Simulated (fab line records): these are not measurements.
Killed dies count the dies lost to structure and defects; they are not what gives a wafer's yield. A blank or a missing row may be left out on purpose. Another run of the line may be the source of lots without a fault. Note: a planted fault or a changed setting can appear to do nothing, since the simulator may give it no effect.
A struck lot beside a sound one    flow gf180mcu    17 steps out of a route of 602
Sound: wafers L613.1, L613.3, L613.5. Wafers L624.4, L624.5, L624.6 were the ones struck. The cause is given at the end.
Order at every step that has rows: each side's tool, ch and its chambers, its first start. Under that, the readings that differ: sound wafers    struck wafers    difference of the means    sigmas: that difference in standard deviations of wafers without a fault.
alike: same words and numbers on both sides, and readings whose means sit less than 2 such deviations apart. not compared: any withheld reading, any reading some wafer has no value for, any bound like >300 that may hide the same value, and any number with overlapping values for which the record gives no deviation.
The two part at a step that has a row with sigmas, a row that says differs or no value, or rows on one side only. Numbers that have no deviation but don't overlap get no sigmas and don't part them. Lack of a reading on every wafer of one side parts them only where that side has two or more wafers.

first, 3 steps without rows for these wafers: GF_V3_EXPOSE_11 (exposes mask Via3, target cd 260 nm); GF_V3_PEB_12 (peb time 90 s); GF_V3_DEVELOP_13 (develop time 60 s).
GF_V3_CD_MEAS_14: target cd 260 nm.
  struck on cd_sem-02, day 26 17:55; sound on cd_sem-02, day 22 23:25
  alike: cd_nm
GF_V3_OVL_MEAS_15:
  struck on overlay-02, day 26 18:00; sound on overlay-02, day 22 23:32
  alike: V3_OVL
GF_V3_ETCH_16: etches BARC in N2/H2.
  sound on rie_diel-04 ch 0,2, day 22 23:34; struck on rie_diel-01 ch 0,1, day 26 18:01
  alike: drypump_motor_current_A, oes_product_au, throttle_valve_pct
GF_V3_ETCH_17: etches SiO2 in C4F8/O2/Ar, stops on TiN, target depth 635 nm.
  sound: rie_diel-04 ch 0,2; struck: rie_diel-01 ch 0,1
  alike: oes_product_au
GF_V3_STRIP_18: strips in O2/N2.
  sound on plasma_asher-04 ch 0,1, day 22 23:42; struck on plasma_asher-02 ch 0,1, day 26 18:11
  alike: drypump_motor_current_A, heater_power_w, oes_product_au
  not compared: rf_hours_counter_h
then, 3 steps without rows for these wafers: GF_V3_STRIP_19 (strips in post etch residue remover, time 1200 s); GF_V3_CLEAN_20 (cleans in DIW); GF_V3_SPUTTER_21 (material Ti, target thk 15 nm, time 80.02 s).
GF_V3_SPUTTER_22: material TiN, target thk 10 nm, time 40 s.
  struck on pvd_sputter-01, day 26 18:44; sound on pvd_sputter-04, day 23 00:47
  alike: throttle_valve_pct
GF_V3_CVD_23: deposits W, target thk 350 nm, time 104.9 s.
  sound on cvd_w-01 ch 1, day 23 00:50; struck on cvd_w-02 ch 0,1, day 26 18:49
  alike: heater_power_w
  not compared: since_wet_clean_h
GF_V3_RS_MEAS_24: a four-point-probe measurement.
  struck on film_metro-04, day 26 18:57; sound on film_metro-02, day 23 00:56
reading           sound              struck             difference  sigmas
V3_W_RS (ohm/sq)  0.329 0.327 0.327  0.483 0.460 0.461  +0.140      +40
GF_V3_THK_MEAS_25: measures by xrf.
  struck on film_metro-04, day 26 19:02; sound on film_metro-02, day 23 01:04
reading        sound        struck       difference  sigmas
V3_W_THK (nm)  349 351 352  260 270 271  -84         -15
GF_V3_CMP_26: polishes, stops on SiO2, t overpolish 15 s, target thk 0 nm.
  sound on cmp-01 ch 0,2, day 23 01:10; struck on cmp-01 ch 0,1, day 26 19:11
  alike: motor_current_A, overpolish_run_s, time_to_endpoint_s
-- the record jumps here: 6 days lie between the struck wafers' starts before and after (it left off in module V3 and takes up again in module PASSIVATION, whose first step shown is number 602 of the route) --
GF_PASSIVATION_PROBE_99:
  record: rows for the struck wafers here (prober-02, day 32 16:52), none for the sound ones

== WHERE THEY PART ==
Earliest at GF_V3_RS_MEAS_24; latest, in this record, at GF_PASSIVATION_PROBE_99.

WHY: whatever the simulator had introduced
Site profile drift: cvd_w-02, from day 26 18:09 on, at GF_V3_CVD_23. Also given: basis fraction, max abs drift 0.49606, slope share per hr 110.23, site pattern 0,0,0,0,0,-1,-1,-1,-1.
